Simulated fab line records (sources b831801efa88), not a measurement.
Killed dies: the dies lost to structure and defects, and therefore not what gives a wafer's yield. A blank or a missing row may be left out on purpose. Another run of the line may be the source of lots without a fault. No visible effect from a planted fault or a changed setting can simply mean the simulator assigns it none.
Which tool was responsible? | flow sky130 | 39 wafers from 13 lots sampled at 4 of the route's 708 steps

== WHAT THE GAUGES READ, wafer by wafer ==
SKY_GATE_OXIDE_THK_MEAS_02.
lot  | measured     | on            | GATE_OXIDE_OXIDATION_00_THK (nm)
L643 | day 13 02:28 | film-metro-04 | 9.86 9.77 10.07
L645 | day 13 18:00 | film-metro-04 | 10.02 9.92 9.92
L646 | day 14 04:23 | film-metro-01 | 10.64 10.44 10.46
L647 | day 14 10:46 | film-metro-03 | 10.09 10.01 10.16
L648 | day 14 16:05 | film-metro-03 | 10.33 10.24 10.17
L649 | day 14 19:01 | film-metro-04 | 10.18 10.35 10.38
L650 | day 15 06:05 | film-metro-01 | 10.30 10.06 10.24
L651 | day 15 15:45 | film-metro-03 | 10.30 10.47 10.33
L660 | day 18 22:46 | film-metro-04 | 10.46 10.42 10.55
L662 | day 19 22:37 | film-metro-01 | 10.08 10.14 10.10
L663 | day 19 23:31 | film-metro-04 | 10.06 10.38 10.35
L664 | day 20 10:32 | film-metro-04 | 10.06 10.38 10.35
L665 | day 20 13:19 | film-metro-04 | 10.14 10.38 10.17

SKY_POLY_GATE_OVL_MEAS_14.
lot  | measured     | on         | POLY_GATE_OVL (nm)
L643 | day 16 19:25 | overlay-01 | 3 -2 0
L645 | day 17 10:17 | overlay-01 | 0 1 2
L646 | day 17 21:30 | overlay-01 | -6 8 0
L647 | day 18 05:42 | overlay-01 | 3 3 6
L648 | day 18 10:59 | overlay-01 | 4 10 9
L649 | day 18 13:15 | overlay-02 | 2 2 1
L650 | day 19 06:49 | overlay-01 | 2 -1 6
L651 | day 19 12:22 | overlay-02 | -5 -5 -8
L660 | day 23 03:32 | overlay-01 | 1 -3 7
L662 | day 23 22:45 | overlay-01 | -1 -3 2
L663 | day 25 05:07 | overlay-02 | -4 1 2
L664 | day 25 05:28 | overlay-02 | 1 -1 -1
L665 | day 25 05:33 | overlay-01 | -1 -3 -3

SKY_LDD_N_OVL_MEAS_07.
lot  | measured     | on         | LDD_N_OVL (nm)
L643 | day 18 04:29 | overlay-01 | 0.2 -0.9 -0.7
L645 | day 18 17:29 | overlay-01 | 1.9 2.3 0.6
L646 | day 19 07:35 | overlay-02 | -0.6 -1.1 -0.8
L647 | day 19 13:53 | overlay-01 | -0.7 -0.3 -0.1
L648 | day 19 20:26 | overlay-01 | -0.7 -0.7 -1.5
L649 | day 19 23:19 | overlay-01 | 1.4 1.1 -0.6
L650 | day 20 15:33 | overlay-01 | -0.5 -0.2 0.6
L651 | day 20 20:23 | overlay-02 | 0.8 1.7 1.5
L660 | day 24 09:34 | overlay-01 | 1.0 0.5 0.2
L662 | day 25 06:05 | overlay-02 | -1.6 -1.6 -1.4
L663 | day 26 13:29 | overlay-02 | -0.3 0.4 1.3
L664 | day 26 13:11 | overlay-02 | 1.9 2.5 1.0
L665 | day 26 13:36 | overlay-02 | -0.8 -1.7 -1.6

== TOOL THAT RAN EACH LOT (tool first, then ch and the chambers of the sampled wafers, then the start) ==
lot  | SKY_POLY_GATE_ETCH_17
L643 | rie-si-01 ch 0,1,2, day 16 19:37
L645 | rie-si-01 ch 0,1,2, day 17 10:29
L646 | rie-si-01 ch 0,1,2, day 17 21:43
L647 | rie-si-01 ch 0,1,2, day 18 05:55
L648 | rie-si-01 ch 0,3, day 18 11:11
L649 | rie-si-01 ch 0,2,3, day 18 13:28
L650 | rie-si-01 ch 0,3, day 19 07:01
L651 | rie-si-01 ch 0,1,2, day 19 12:34
L660 | rie-si-02 ch 0,1, day 23 03:44
L662 | rie-si-01 ch 0,1,3, day 23 22:58
L663 | rie-si-02 ch 0,3, day 25 05:20
L664 | rie-si-01 ch 0,2,3, day 25 05:41
L665 | rie-si-02 ch 2,3, day 25 05:46
- SKY_POLY_GATE_ETCH_17: etches poly-Si in HBr/Cl2, stops on SiO2, target depth 180 nm, time 70.5 s.

== AS READ BY THE TOOLS THEMSELVES (means over the sampled wafers that have a number; for cases with no such wafer, the mark the record gives instead) ==
SKY_POLY_GATE_ETCH_17.
lot  | tool      | drypump-motor-current-A (A) | oes-product-au (a.u.) | rf-fwd-power-W (W) | run-length-s (s) | throttle-valve-pct (%)
L643 | rie-si-01 | 5.8                         | 0.983                 | 398.1              | 98.8             | 33.678
L645 | rie-si-01 | 5.8                         | 0.977                 | 397.0              | 98.7             | 33.682
L646 | rie-si-01 | 5.8                         | 0.983                 | 398.1              | 98.7             | 33.691
L647 | rie-si-01 | 5.8                         | 0.982                 | 397.8              | 98.5             | 33.683
L648 | rie-si-01 | 5.7                         | 0.978                 | 398.3              | 98.9             | 33.695
L649 | rie-si-01 | 5.6                         | 0.983                 | 397.4              | 98.8             | 33.688
L650 | rie-si-01 | 5.7                         | 0.970                 | 397.7              | 101.4            | 33.691
L651 | rie-si-01 | 5.8                         | 0.970                 | 397.9              | 101.0            | 33.684
L660 | rie-si-02 | 5.5                         | 0.995                 | 395.6              | 99.4             | 33.680
L662 | rie-si-01 | 5.9                         | 0.991                 | 397.6              | 99.1             | 33.681
L663 | rie-si-02 | 5.4                         | 0.986                 | 395.0              | 98.9             | 33.684
L664 | rie-si-01 | 5.6                         | 0.987                 | 398.3              | 98.8             | 33.682
L665 | rie-si-02 | 5.9                         | 0.982                 | 396.2              | 98.0             | 33.683

== THE ANSWER, worked out from the rows above alone ==
Rule: the usual values come from the lots themselves. Put in order of their means at a reading, lots are off if they are a third of the lots or fewer, leave a main group of 4 or more, and stand apart from it by a gap of 3 or more times the standard deviation of the main group's means; of several such gaps the widest counts. A main group whose means are all the same, to the digits that the tables above print for the reading, isn't used. Also off: a lot with no number at a reading for which 4 or more lots have one. Where the step has rows for the other lots, those lots are counted as sound. After the gauges, taken in route order, come the tools' own readings; for these a lot's mean is taken, as printed above. At the first step where some lot is off, the reading lying furthest off is the one used; lots without a number count as furthest.
Off: L650, L651, at SKY_POLY_GATE_ETCH_17 (run-length-s). For the main group the mean is 98.8 s and the standard deviation 0.33.
A tool fits if, at that step or a process step before it, it ran every lot that is off, and no sound lot after the first of them. Not one of the candidates tried fits.

== WHAT THE SIMULATOR HAD INSERTED ==
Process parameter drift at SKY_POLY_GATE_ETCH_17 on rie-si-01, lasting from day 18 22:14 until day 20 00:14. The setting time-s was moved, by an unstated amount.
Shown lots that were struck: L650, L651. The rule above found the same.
